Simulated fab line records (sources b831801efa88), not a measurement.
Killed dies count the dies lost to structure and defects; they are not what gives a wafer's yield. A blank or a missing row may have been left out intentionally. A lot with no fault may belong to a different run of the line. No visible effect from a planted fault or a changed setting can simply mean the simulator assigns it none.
Which tool is to blame? | flow gf180mcu | 11 lots with 33 wafers sampled at 5 steps, on a route of 602 steps

== WHAT THE GAUGES SHOWED, per wafer ==
GF_M1_THK_MEAS_06: measures by xrf. Usual: M1_ALCU_THK gives 462 nm (standard deviation 5).
lot  | measured     | on            | M1_ALCU_THK (nm) | flag
L225 | day 16 03:49 | film metro-04 | 456 464 459      |
L226 | day 16 14:22 | film metro-01 | 454 451 452      |
L227 | day 17 01:53 | film metro-04 | 467 467 460      |
L228 | day 17 09:41 | film metro-04 | 464 463 461      |
L234 | day 20 03:14 | film metro-01 | 466 462 467      |
L238 | day 21 12:39 | film metro-04 | 461 461 460      |
L242 | day 22 21:36 | film metro-04 | 468 465 461      |
L244 | day 23 13:31 | film metro-03 | 464 468 461      |
L245 | day 24 00:35 | film metro-01 | 462 461 466      |
L246 | day 24 04:24 | film metro-04 | 469 470 466      |
L247 | day 24 12:45 | film metro-01 | 462 462 460      |

GF_M1_OVL_MEAS_15. Usual: M1_OVL gives 2 nm (standard deviation 5.6).
lot  | measured     | on         | M1_OVL (nm) | flag
L225 | day 17 01:41 | overlay-02 | -5 -13 -11  |
L226 | day 17 13:25 | overlay-02 | 1 2 3       |
L227 | day 18 01:19 | overlay-01 | -4 1 2      |
L228 | day 18 09:11 | overlay-02 | 4 5 7       |
L234 | day 21 02:40 | overlay-01 | 4 4 0       |
L238 | day 22 12:05 | overlay-02 | 0 -1 -1     |
L242 | day 23 19:58 | overlay-02 | 3 8 5       |
L244 | day 24 11:35 | overlay-02 | 3 -2 4      |
L245 | day 24 22:41 | overlay-02 | 3 -1 1      |
L246 | day 25 01:59 | overlay-02 | 6 6 2       |
L247 | day 25 09:37 | overlay-02 | 8 3 7       |

GF_V1_RS_MEAS_24: a four-point-probe measurement. Usual: V1_W_RS gives 0.327 ohm/sq (standard deviation 0.0035).
lot  | measured     | on            | V1_W_RS (ohm/sq)  | flag
L225 | day 18 03:05 | film metro-01 | 0.326 0.326 0.329 |
L226 | day 18 15:28 | film metro-01 | 0.326 0.328 0.326 |
L227 | day 19 03:08 | film metro-02 | 0.333 0.329 0.333 |
L228 | day 19 12:11 | film metro-03 | 0.329 0.327 0.328 |
L234 | day 22 04:41 | film metro-02 | 0.330 0.330 0.325 |
L238 | day 23 13:08 | film metro-01 | 0.329 0.503 0.326 | OFF
L242 | day 24 20:29 | film metro-01 | 0.323 0.316 0.321 |
L244 | day 25 10:46 | film metro-03 | 0.329 0.329 0.328 |
L245 | day 25 23:56 | film metro-01 | 0.326 0.325 0.324 |
L246 | day 26 01:55 | film metro-03 | 0.327 0.328 0.326 |
L247 | day 26 09:17 | film metro-01 | 0.329 0.327 0.329 |

GF_V1_THK_MEAS_25: measures by xrf. Usual: V1_W_THK gives 353 nm (standard deviation 5.4).
lot  | measured     | on            | V1_W_THK (nm) | flag
L225 | day 18 03:10 | film metro-01 | 352 351 350   |
L226 | day 18 15:34 | film metro-01 | 351 350 353   |
L227 | day 19 03:16 | film metro-02 | 347 350 347   |
L228 | day 19 12:18 | film metro-03 | 351 352 350   |
L234 | day 22 04:49 | film metro-02 | 354 353 356   |
L238 | day 23 13:15 | film metro-01 | 347 229 347   | OFF
L242 | day 24 20:35 | film metro-01 | 354 361 354   |
L244 | day 25 10:53 | film metro-03 | 359 359 360   |
L245 | day 26 00:02 | film metro-01 | 350 353 352   |
L246 | day 26 02:01 | film metro-03 | 363 361 362   |
L247 | day 26 09:24 | film metro-01 | 348 350 348   |

== WHAT TOOL EACH LOT RAN ON (gives the tool, then ch and the chambers of the sampled wafers, and finally the start) ==
lot  | GF_V1_CVD_23
L225 | cvd w-02 ch 0,1, day 18 02:57
L226 | cvd w-02 ch 0,1, day 18 15:20
L227 | cvd w-02 ch 0,1, day 19 03:02
L228 | cvd w-02 ch 0,1, day 19 12:04
L234 | cvd w-02 ch 0,1, day 22 04:35
L238 | cvd w-02 ch 0,1, day 23 13:01
L242 | cvd w-01 ch 0,1, day 24 20:21
L244 | cvd w-01 ch 0,1, day 25 10:39
L245 | cvd w-01 ch 0,1, day 25 23:48
L246 | cvd w-01 ch 0,1, day 26 01:48
L247 | cvd w-02 ch 0,1, day 26 09:10
- GF_V1_CVD_23: deposits W, target thk 350 nm, time 105.05 s.

== WHAT THE TOOLS THEMSELVES READ (means of the sampled wafers that have a number; where no wafer has one, the mark that the record gives instead) ==
GF_V1_CVD_23. Usual: heater power w 904 W, standard deviation 59.
lot  | tool     | heater power w (W) | flag
L225 | cvd w-02 | 878                |
L226 | cvd w-02 | 874                |
L227 | cvd w-02 | 884                |
L228 | cvd w-02 | 877                |
L234 | cvd w-02 | 864                |
L238 | cvd w-02 | 875                |
L242 | cvd w-01 | 963                |
L244 | cvd w-01 | 913                |
L245 | cvd w-01 | 979                |
L246 | cvd w-01 | 968                |
L247 | cvd w-02 | 874                |

== THE ANSWER, worked out from the rows above alone ==
Rule: lot off if the mean of its wafers having a number is beyond 3 standard deviations from the usual mean. Also off: a lot with no number at a reading for which 4 or more lots have one. Any other lot the step has rows for is counted as sound. First the gauges in route order, then the tools' own readings, where a lot's mean is used as printed above. At the first step where some lot is off, the reading lying furthest off is the one used; lots without a number count as furthest.
Off: at GF_V1_RS_MEAS_24 (V1_W_RS), L238.
If a tool, at a process step before that reading, ran all the lots that are off and no sound lot after the first of them, it fits. Gauges at GF_V1_RS_MEAS_24: tried the same way as those tools. Not one of the candidates tried fits.

== WHAT THE SIMULATOR PUT IN ==
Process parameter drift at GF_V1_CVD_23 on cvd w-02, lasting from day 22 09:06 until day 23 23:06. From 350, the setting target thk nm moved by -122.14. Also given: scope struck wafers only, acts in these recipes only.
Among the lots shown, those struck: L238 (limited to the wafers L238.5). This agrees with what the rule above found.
